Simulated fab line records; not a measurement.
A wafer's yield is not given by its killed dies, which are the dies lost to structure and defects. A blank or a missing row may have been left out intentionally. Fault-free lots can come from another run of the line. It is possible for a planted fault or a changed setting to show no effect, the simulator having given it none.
Matching of chambers	flow sfqLine	SFQ_TRILAYER_I6_CMP_CMP_166 on cmp-02 has 4 sister chambers
The step polishes SiO2. 8 wafers are shown with their chamber, then 8 later ones without.

== WAFERS, EACH WITH ITS CHAMBER ==
wafer	chamber	motorCurrentA (A)	headPressurePsi (psi)
L484.6	1	9.7	3.015
L488.1	1	9.9	2.997
L489.1	2	9.5	3.004
L489.5	0	13.5	3.002
L490.1	0	13.0	3.002
L490.4	3	9.7	2.994
L490.5	2	9.7	3.002
L495.2	3	9.5	2.995

== WAFERS WITHOUT THEIR CHAMBER ==
wafer	motorCurrentA (A)	headPressurePsi (psi)
L495.1	9.8	2.995
L495.4	10.1	2.999
L496.1	9.7	2.990
L496.3	9.1	2.996
L496.4	9.9	3.008
L505.1	10.3	3.003
L505.3	10.2	3.005
L505.4	13.1	3.006

== CHAMBER TAKEN BY EACH ==
wafer	from the rows above	in truth
L495.1	can't be placed: 3 or 2 or 1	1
L495.4	can't be placed: 1 or 2 or 3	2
L496.1	can't be placed: 3 or 2 or 1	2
L496.3	can't be placed: 3 or 2 or 1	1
L496.4	can't be placed: 1 or 2 or 3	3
L505.1	can't be placed: 1 or 2 or 3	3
L505.3	can't be placed: 1 or 2 or 3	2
L505.4	0	0
Correctly placed: 1 of 8. These rows do not allow placing 7 (true chamber among the candidates in 7). Placed wrongly: 0.
How it was worked out, from the rows above alone: a wafer's distance from a chamber is the root of the sum, over the readings, of the square of ((its reading less the chamber's mean) divided by the reading's scatter). The wafer belongs to the nearest chamber; if the next one is less than 2 further off, it can't be placed. Each chamber's mean is taken over the wafers shown for it. The scatter: the root of (the sum of the squares of (reading less its chamber's mean) over the shown wafers, divided by (wafers less chambers)).
